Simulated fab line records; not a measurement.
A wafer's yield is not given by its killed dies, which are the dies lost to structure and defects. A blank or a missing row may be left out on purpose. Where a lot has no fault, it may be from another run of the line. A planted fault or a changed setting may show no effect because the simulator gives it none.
Matching of chambers + flow sky130 + 4 sister chambers for SKY_VIA3_ETCH_15 on rie-diel-03
The step etches SiO2 in C4F8/O2/Ar, stops on TiN, target depth 507 nm, time 78 s. 8 wafers are shown with their chamber, then 9 later ones without.

## WAFERS PAIRED WITH THEIR CHAMBERS
| wafer  | chamber | oes-product-au (a.u.) | chamber-pressure-mTorr (mTorr) |
|--------|---------|-----------------------|--------------------------------|
| L074.6 | 1       | 0.951                 | 39.95                          |
| L081.6 | 3       | 0.949                 | 40.08                          |
| L087.2 | 3       | 0.943                 | 40.00                          |
| L087.5 | 1       | 0.945                 | 39.99                          |
| L087.6 | 0       | 0.944                 | 39.98                          |
| L088.2 | 0       | 0.944                 | 39.99                          |
| L088.3 | 2       | 0.945                 | 39.98                          |
| L088.6 | 2       | 0.939                 | 40.03                          |

## WAFERS WHOSE CHAMBER IS MISSING
| wafer  | oes-product-au (a.u.) | chamber-pressure-mTorr (mTorr) |
|--------|-----------------------|--------------------------------|
| L091.2 | 0.950                 | 40.00                          |
| L091.4 | 0.944                 | 40.04                          |
| L091.5 | 0.951                 | 39.96                          |
| L094.1 | 0.950                 | 40.01                          |
| L094.2 | 0.948                 | 40.00                          |
| L094.6 | 0.944                 | 40.02                          |
| L097.1 | 0.944                 | 40.03                          |
| L097.5 | 0.948                 | 40.01                          |
| L097.6 | 0.943                 | 40.03                          |

## WHICH CHAMBER EACH ONE RAN IN
| wafer  | from the rows above               | in truth |
|--------|-----------------------------------|----------|
| L091.2 | can't be placed: 1 or 3 or 0 or 2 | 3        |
| L091.4 | can't be placed: 3 or 2 or 0 or 1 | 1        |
| L091.5 | can't be placed: 1 or 0 or 3 or 2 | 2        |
| L094.1 | can't be placed: 1 or 3 or 0 or 2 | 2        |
| L094.2 | can't be placed: 1 or 0 or 3 or 2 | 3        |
| L094.6 | can't be placed: 2 or 3 or 0 or 1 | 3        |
| L097.1 | can't be placed: 3 or 2 or 0 or 1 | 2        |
| L097.5 | can't be placed: 3 or 1 or 0 or 2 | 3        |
| L097.6 | can't be placed: 2 or 3 or 0 or 1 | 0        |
Correct placement for 0 of the 9. Not placeable from these rows: 9 (in 9, the candidates include the true chamber). Wrongly placed: 0.
How it was worked out, from the rows above alone: a wafer's distance from a chamber is the root of the sum, over the readings, of the square of ((its reading less the chamber's mean) divided by the reading's scatter). If the next closest chamber is less than 2 further off than the closest, the wafer can't be placed; otherwise it belongs to the closest. The mean given for a chamber averages the wafers shown for that chamber. The scatter: take each reading less its chamber's mean, square it, sum over the shown wafers, divide by the number of wafers less the number of chambers, and take the root.
